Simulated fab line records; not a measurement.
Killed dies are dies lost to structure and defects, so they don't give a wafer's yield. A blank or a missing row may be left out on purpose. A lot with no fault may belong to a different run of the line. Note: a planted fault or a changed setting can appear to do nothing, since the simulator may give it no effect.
Which tool was responsible? -- flow gf180mcu -- 6 lots with 18 wafers sampled at 4 steps, on a route of 602 steps

WHAT THE GAUGES SHOWED, per wafer
GF_HV_LDD_CD_MEAS_19: target cd 400 nm.
lot,measured,on,cd nm (nm)
L593,day 11 02:39,cd sem-01,398.5 399.7 399.9
L595,day 11 16:01,cd sem-01,400.2 398.0 398.8
L602,day 13 21:01,cd sem-01,371.9 372.1 373.5
L604,day 14 16:16,cd sem-02,372.5 369.5 370.3
L609,day 16 05:13,cd sem-02,404.1 403.0 400.9
L613,day 17 10:01,cd sem-01,398.3 401.1 400.9

TOOL THAT RAN EACH LOT (tool first, then ch and the chambers of the sampled wafers, then the start)
lot,GF_POLY_GATE_ETCH_13,GF_POLY_GATE_STRIP_14,GF_HV_LDD_EXPOSE_16
L593,"rie si-02 ch 0,1, day 9 13:01","plasma asher-04 ch 0,1, day 9 13:06","iline stepper-02 ch 0, day 10 17:47"
L595,"rie si-01 ch 0,1,3, day 10 00:49","plasma asher-01 ch 0,1, day 10 00:52","iline stepper-01 ch 0, day 11 06:33"
L602,"rie si-01 ch 1,2, day 12 02:31","plasma asher-04 ch 0,1, day 12 02:37","iline stepper-01 ch 0, day 13 11:13"
L604,"rie si-01 ch 1,2, day 12 22:40","plasma asher-01 ch 0, day 12 22:43","iline stepper-01 ch 0, day 14 06:22"
L609,"rie si-02 ch 0,1, day 14 08:49","plasma asher-01 ch 0,1, day 14 08:54","iline stepper-02 ch 0, day 15 18:14"
L613,"rie si-02 ch 0,2,3, day 15 12:13","plasma asher-01 ch 0,1, day 15 12:16","iline stepper-02 ch 0, day 16 23:33"
- GF_POLY_GATE_ETCH_13: etches poly-Si in HBr/Cl2, stops on SiO2, target depth 198.5 nm, time 69.6 s.
- GF_POLY_GATE_STRIP_14: strips in O2/N2.
- GF_HV_LDD_EXPOSE_16: exposes mask Pplus LV AREA, target cd 400 nm.

THE ANSWER, worked out from the rows above alone
Rule: what is usual is taken from the lots themselves. The widest of any qualifying gaps counts: lots, ordered by their means at a reading, are off when they make up no more than a third of the lots, leave a main group of 4 or more, and stand apart from it by 3 or more times the standard deviation of that group's means. A main group is skipped when, at the precision printed for the reading in the tables above, its means are all equal. Also off: a lot with no number at a reading for which 4 or more lots have one. Where the step has rows for the other lots, those lots are counted as sound.
Off: L602, L604, at GF_HV_LDD_CD_MEAS_19 (cd nm). Mean 400.3 nm and standard deviation 1.4 in the main group.
A tool fits if, at a process step before that reading, it ran every lot that is off, and no sound lot after the first of them. Those tools and the gauges at GF_HV_LDD_CD_MEAS_19 are tried in the same way. This does not decide it: 2 tools fit, namely rie si-01 at GF_POLY_GATE_ETCH_13 and iline stepper-01 at GF_HV_LDD_EXPOSE_16.

WHAT HAD BEEN PUT IN BY THE SIMULATOR
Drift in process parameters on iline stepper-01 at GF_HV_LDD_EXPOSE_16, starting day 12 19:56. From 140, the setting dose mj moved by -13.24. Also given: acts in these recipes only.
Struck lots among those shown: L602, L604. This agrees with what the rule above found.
